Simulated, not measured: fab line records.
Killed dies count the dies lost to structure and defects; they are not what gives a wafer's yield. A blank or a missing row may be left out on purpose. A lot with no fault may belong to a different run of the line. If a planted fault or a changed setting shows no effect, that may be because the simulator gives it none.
Chamber matching :: flow sky130 :: SKY_VIA4_CMP_21 on cmp-01 has 4 sister chambers
The step polishes, stops on SiO2, t overpolish 25 s, target thk 0 nm. 18 wafers are shown with their chamber, then 9 later ones without.

## WAFERS, EACH WITH ITS CHAMBER
wafer: L820.3
chamber: 1
motor current A (A): 11.6
time to endpoint s (s): 120
overpolish run s (s): 24.998

wafer: L820.4
chamber: 3
motor current A (A): 11.1
time to endpoint s (s): 118
overpolish run s (s): 25.000

wafer: L820.6
chamber: 0
motor current A (A): 10.3
time to endpoint s (s): 118
overpolish run s (s): 24.982

wafer: L821.1
chamber: 3
motor current A (A): 11.6
time to endpoint s (s): 120
overpolish run s (s): 25.004

wafer: L821.4
chamber: 2
motor current A (A): 9.7
time to endpoint s (s): 124
overpolish run s (s): 24.982

wafer: L821.5
chamber: 3
motor current A (A): 11.6
time to endpoint s (s): 116
overpolish run s (s): 25.004

wafer: L819.1
chamber: 0
motor current A (A): 10.4
time to endpoint s (s): 121
overpolish run s (s): 24.977

wafer: L819.2
chamber: 1
motor current A (A): 12.1
time to endpoint s (s): 122
overpolish run s (s): 24.979

wafer: L819.4
chamber: 2
motor current A (A): 10.4
time to endpoint s (s): 120
overpolish run s (s): 25.017

wafer: L824.3
chamber: 1
motor current A (A): 12.2
time to endpoint s (s): 121
overpolish run s (s): 25.000

wafer: L824.4
chamber: 2
motor current A (A): 10.7
time to endpoint s (s): 125
overpolish run s (s): 25.012

wafer: L824.6
chamber: 0
motor current A (A): 10.4
time to endpoint s (s): 124
overpolish run s (s): 24.987

wafer: L827.1
chamber: 1
motor current A (A): 12.0
time to endpoint s (s): 125
overpolish run s (s): 25.004

wafer: L827.3
chamber: 0
motor current A (A): 10.9
time to endpoint s (s): 123
overpolish run s (s): 25.013

wafer: L827.5
chamber: 3
motor current A (A): 11.4
time to endpoint s (s): 119
overpolish run s (s): 25.000

wafer: L830.1
chamber: 1
motor current A (A): 12.3
time to endpoint s (s): 120
overpolish run s (s): 25.029

wafer: L830.5
chamber: 3
motor current A (A): 11.3
time to endpoint s (s): 124
overpolish run s (s): 25.001

wafer: L830.6
chamber: 2
motor current A (A): 10.4
time to endpoint s (s): 123
overpolish run s (s): 24.998

SIGNATURES, as means of the wafers listed above
reading: motor current A
chamber 0: 10.500
chamber 1: 12.040
chamber 2: 10.300
chamber 3: 11.400
scatter within a chamber: 0.297

reading: time to endpoint s
chamber 0: 121.50
chamber 1: 121.60
chamber 2: 123.00
chamber 3: 119.40
scatter within a chamber: 2.5

reading: overpolish run s
chamber 0: 24.98975
chamber 1: 25.00200
chamber 2: 25.00225
chamber 3: 25.00180
scatter within a chamber: 0.0142
Rule: distance of a wafer from a chamber = root of the sum over the readings of ((wafer's reading minus chamber's mean) / reading's scatter) squared. The wafer belongs to the nearest chamber; if the next one is less than 2 further off, it can't be placed. The scatter is the square root of a quotient: the sum, over the shown wafers, of each reading's squared deviation from its chamber's mean, divided by wafers minus chambers.

## WAFERS WITHOUT THEIR CHAMBER
wafer: L836.1
motor current A (A): 10.8
time to endpoint s (s): 124
overpolish run s (s): 25.004

wafer: L836.4
motor current A (A): 12.0
time to endpoint s (s): 120
overpolish run s (s): 25.007

wafer: L836.5
motor current A (A): 12.3
time to endpoint s (s): 119
overpolish run s (s): 24.989

wafer: L838.1
motor current A (A): 10.1
time to endpoint s (s): 121
overpolish run s (s): 25.004

wafer: L838.2
motor current A (A): 12.2
time to endpoint s (s): 119
overpolish run s (s): 24.989

wafer: L838.6
motor current A (A): 10.5
time to endpoint s (s): 117
overpolish run s (s): 25.009

wafer: L840.2
motor current A (A): 10.3
time to endpoint s (s): 123
overpolish run s (s): 25.000

wafer: L840.5
motor current A (A): 11.3
time to endpoint s (s): 120
overpolish run s (s): 24.993

wafer: L840.6
motor current A (A): 10.6
time to endpoint s (s): 124
overpolish run s (s): 24.990

## WHICH CHAMBER EACH WENT THROUGH
wafer: L836.1
from the rows above: can't be placed: 2 or 0 or 3
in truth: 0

wafer: L836.4
from the rows above: can't be placed: 1 or 3
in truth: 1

wafer: L836.5
from the rows above: can't be placed: 1 or 3
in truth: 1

wafer: L838.1
from the rows above: can't be placed: 2 or 0
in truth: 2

wafer: L838.2
from the rows above: can't be placed: 1 or 3
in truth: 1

wafer: L838.6
from the rows above: can't be placed: 0 or 2 or 3
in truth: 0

wafer: L840.2
from the rows above: can't be placed: 2 or 0
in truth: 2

wafer: L840.5
from the rows above: can't be placed: 3 or 1
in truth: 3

wafer: L840.6
from the rows above: can't be placed: 0 or 2
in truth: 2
0 of 9 placed correctly. Unplaceable from these rows: 9, with the true chamber sitting among the candidates in 9. Wrongly placed: 0.
